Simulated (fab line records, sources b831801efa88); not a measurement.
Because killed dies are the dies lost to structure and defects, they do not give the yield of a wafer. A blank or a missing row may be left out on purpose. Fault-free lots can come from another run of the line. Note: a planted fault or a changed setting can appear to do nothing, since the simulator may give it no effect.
2 desks looking at one fault -- flow sky130 -- every desk sees just its own numbers, and what lay behind them comes last

## AT THE METROLOGY DESK
What the gauges read, lot by lot, whatever tool the lot ran on: means of the sampled wafers that have a number. Any lot whose mean is over 4 standard deviations away from the usual mean is out of limits and marked OUT; that distance is given in the brackets.
Columns: A = SPACER_CVD_00_THK at SKY_SPACER_THK_MEAS_01, usual 43.0 nm; B = LOCAL_INTERCONNECT_TIN_THK at SKY_LOCAL_INTERCONNECT_THK_MEAS_02, usual 99.3 nm
lot,first seen here,A,B
L498,day 22 23:38,43.1,99.0
L499,day 23 17:38,43.2,99.6
L500,day 23 21:58,42.9,99.0
L501,day 24 05:36,42.7,99.5
L502,day 24 12:04,42.5,98.9
L503,day 24 22:31,43.2,99.2
L504,day 25 09:04,43.4,98.7
L505,day 25 13:31,43.2,98.7
L511,day 28 00:49,43.0,100.2
L513,day 28 19:05,27.1 (-44) OUT,100.9
L514,day 28 23:14,27.1 (-44) OUT,99.3
This desk's finding: out of limits on L513, L514; first on L513, day 28 19:05 (SPACER_CVD_00_THK at SKY_SPACER_THK_MEAS_01). L498, L499, L500, L501, L502, L503, L504, L505, L511: within limits.

## THE TOOL OWNER'S DESK: lpcvd-02
The tool's own readings at SKY_SPACER_CVD_00 (deposits Si3N4 from DCS/NH3, target thk 43.1 nm, time 740 s): means of the sampled wafers that have a number, for each lot that ran on this tool. Any lot whose mean is over 4 standard deviations away from the usual mean is out of limits and marked OUT; that distance is given in the brackets.
Columns: A = zonePowerLowerPct at SKY_SPACER_CVD_00, usual 13.3 %
lot,first seen here,A
L498,day 22 22:26,13.8
L499,day 23 16:24,13.8
L500,day 23 20:45,12.6
L501,day 24 04:23,13.8
L502,day 24 10:51,12.7
L503,day 24 21:18,12.6
L504,day 25 07:16,13.8
L505,day 25 12:18,13.8
L511,day 27 23:37,13.6
L513,day 28 17:53,12.7
L514,day 28 22:02,13.7
This desk's finding: nothing out of limits on any of the 11 lots.

## ALL TOGETHER
L513, L514 would have let the metrology desk raise an alarm at day 28 19:05.
Nothing out of limits was seen by the tool owner's desk.
On record at the tool owner's desk: L513, L514, within its limits.
The lots listed all ran SKY_SPACER_CVD_00 on lpcvd-02.

## WHAT THE SIMULATOR HAD INSERTED
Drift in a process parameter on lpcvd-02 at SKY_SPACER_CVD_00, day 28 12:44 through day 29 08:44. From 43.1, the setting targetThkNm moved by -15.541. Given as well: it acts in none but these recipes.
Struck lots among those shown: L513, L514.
Delay in hours, fault start to first out-of-limits reading, per desk: metrology desk 6.
